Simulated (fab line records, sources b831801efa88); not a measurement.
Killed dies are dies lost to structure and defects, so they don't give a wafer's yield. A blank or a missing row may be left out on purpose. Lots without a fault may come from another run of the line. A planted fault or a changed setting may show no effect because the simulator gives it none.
Which tool did it? | flow sky130 | 13 lots, 39 wafers sampled, at 3 steps of a route of 708

WHAT THE GAUGES READ, wafer by wafer
SKY_PWDE_TW_MEAS_10. Usual: PWDE_TW 374, standard deviation 4.2.
lot  | measured    | on            | PWDE_TW     | flag
L690 | day 4 00:14 | film_metro-01 | 369 371 369 |
L692 | day 4 10:18 | film_metro-01 | 370 371 371 |
L694 | day 5 09:30 | film_metro-02 | 371 371 370 |
L695 | day 5 09:52 | film_metro-04 | 381 381 381 |
L697 | day 5 18:29 | film_metro-04 | 379 382 380 |
L698 | day 6 07:28 | film_metro-04 | 379 380 380 |
L700 | day 6 12:13 | film_metro-04 | 377 377 377 |
L702 | day 6 16:20 | film_metro-04 | 379 377 380 |
L703 | day 7 10:26 | film_metro-04 | 378 377 378 |
L709 | day 8 09:44 | film_metro-04 | 378 376 377 |
L711 | day 8 21:09 | film_metro-02 | 370 368 369 |
L712 | day 9 01:22 | film_metro-01 | 370 370 369 |
L713 | day 9 06:25 | film_metro-01 | 369 372 371 |

WHICH TOOL RAN EACH LOT (tool, then ch and the chambers of the sampled wafers, then the start)
lot  | SKY_FIELD_ISO_ETCH_15             | SKY_FIELD_ISO_CMP_27
L690 | rie_diel-01 ch 0,2,3, day 2 07:01 | cmp-01 ch 1,2,3, day 2 14:48
L692 | rie_diel-04 ch 0,1,2, day 2 15:39 | cmp-02 ch 0,1,2, day 2 20:41
L694 | rie_diel-01 ch 1,2,3, day 3 03:43 | cmp-02 ch 2,3, day 3 18:02
L695 | rie_diel-02 ch 2,3, day 3 07:02   | cmp-02 ch 2,3, day 3 17:44
L697 | rie_diel-01 ch 1,2,3, day 3 18:48 | cmp-02 ch 0,3, day 4 02:28
L698 | rie_diel-02 ch 0,1, day 4 02:48   | cmp-02 ch 1,2, day 4 15:31
L700 | rie_diel-04 ch 1,2, day 4 13:42   | cmp-02 ch 0,2, day 4 21:40
L702 | rie_diel-01 ch 0,2,3, day 4 21:25 | cmp-02 ch 0,1,3, day 5 02:05
L703 | rie_diel-01 ch 1,3, day 5 07:18   | cmp-02 ch 1,3, day 5 15:32
L709 | rie_diel-01 ch 0,2,3, day 6 10:21 | cmp-02 ch 0,3, day 6 14:46
L711 | rie_diel-02 ch 0,3, day 6 19:54   | cmp-02 ch 0,3, day 7 01:09
L712 | rie_diel-04 ch 0,1, day 7 01:24   | cmp-02 ch 1,2,3, day 7 05:48
L713 | rie_diel-02 ch 2,3, day 7 05:12   | cmp-01 ch 1,2, day 7 10:07
- SKY_FIELD_ISO_ETCH_15: etches the open film in CHF3/O2, stops on Si, target depth 180 nm, time 72 s.
- SKY_FIELD_ISO_CMP_27: polishes, stops on Si3N4, t overpolish 16 s, target thk 457.8 nm.

WHAT THE TOOLS THEMSELVES READ (means of the sampled wafers that have a number; where no wafer has one, the mark that the record gives instead)
SKY_FIELD_ISO_ETCH_15. Usual: chf3_flow_sccm 50.00 sccm, standard deviation 0.16; drypump_motor_current_A 5.9 A, standard deviation 0.43; oes_product_au 0.947 a.u., standard deviation 0.0068; throttle_valve_pct 8.844 %, standard deviation 0.0098.
lot  | tool        | chf3_flow_sccm (sccm) | drypump_motor_current_A (A) | oes_product_au (a.u.) | throttle_valve_pct (%) | flag
L690 | rie_diel-01 | 49.97                 | 5.7                         | 0.949                 | 8.840                  |
L692 | rie_diel-04 | 49.97                 | 6.1                         | 0.951                 | 8.853                  |
L694 | rie_diel-01 | 49.95                 | 5.2                         | 0.947                 | 8.844                  |
L695 | rie_diel-02 | 50.11                 | 6.2                         | 0.944                 | 8.835                  |
L697 | rie_diel-01 | 49.96                 | 5.3                         | 0.948                 | 8.841                  |
L698 | rie_diel-02 | 49.63                 | 6.1                         | 0.941                 | 8.841                  |
L700 | rie_diel-04 | 49.95                 | 6.2                         | 0.941                 | 8.842                  |
L702 | rie_diel-01 | 49.84                 | 5.7                         | 0.948                 | 8.841                  |
L703 | rie_diel-01 | 50.13                 | 5.3                         | 0.942                 | 8.839                  |
L709 | rie_diel-01 | 50.09                 | 5.7                         | 0.949                 | 8.861                  |
L711 | rie_diel-02 | 50.02                 | 6.0                         | 0.949                 | 8.849                  |
L712 | rie_diel-04 | 49.88                 | 6.0                         | 0.946                 | 8.845                  |
L713 | rie_diel-02 | 49.88                 | 6.2                         | 0.938                 | 8.833                  |

SKY_FIELD_ISO_CMP_27. Usual: motor_current_A 11.6 A, standard deviation 0.57; overpolish_run_s 16.000 s, standard deviation 0.0091; time_to_endpoint_s 113 s, standard deviation 3.4.
lot  | tool   | motor_current_A (A) | overpolish_run_s (s) | time_to_endpoint_s (s) | flag
L690 | cmp-01 | 10.8                | 16.009               | 119                    |
L692 | cmp-02 | 11.6                | 16.001               | 115                    |
L694 | cmp-02 | 11.3                | 15.994               | 116                    |
L695 | cmp-02 | 11.9                | 15.998               | 117                    |
L697 | cmp-02 | 11.5                | 16.001               | 118                    |
L698 | cmp-02 | 11.8                | 16.001               | 117                    |
L700 | cmp-02 | 12.1                | 15.998               | 112                    |
L702 | cmp-02 | 11.6                | 15.986               | 114                    |
L703 | cmp-02 | 12.0                | 15.993               | 115                    |
L709 | cmp-02 | 11.6                | 15.992               | 110                    |
L711 | cmp-02 | 11.5                | 16.004               | 107                    |
L712 | cmp-02 | 11.9                | 15.995               | 112                    |
L713 | cmp-01 | 11.5                | 15.996               | 111                    |

THE ANSWER, worked out from the rows above alone
Rule: a lot is off if the mean of its wafers that have a number lies more than 3 standard deviations from the usual mean. A lot without any number at a reading at which 4 lots or more have one is off too. The other lots that the step has rows for count as sound. The gauges are gone through in route order, then the tools' own readings, and for those a lot's mean is taken as printed above. The first step at which some lot is off is used, and at that step the reading that is off furthest; a lot without a number counts as furthest.
No lot is off at any reading shown: from this, nothing can be told.

WHAT THE SIMULATOR HAD PUT IN
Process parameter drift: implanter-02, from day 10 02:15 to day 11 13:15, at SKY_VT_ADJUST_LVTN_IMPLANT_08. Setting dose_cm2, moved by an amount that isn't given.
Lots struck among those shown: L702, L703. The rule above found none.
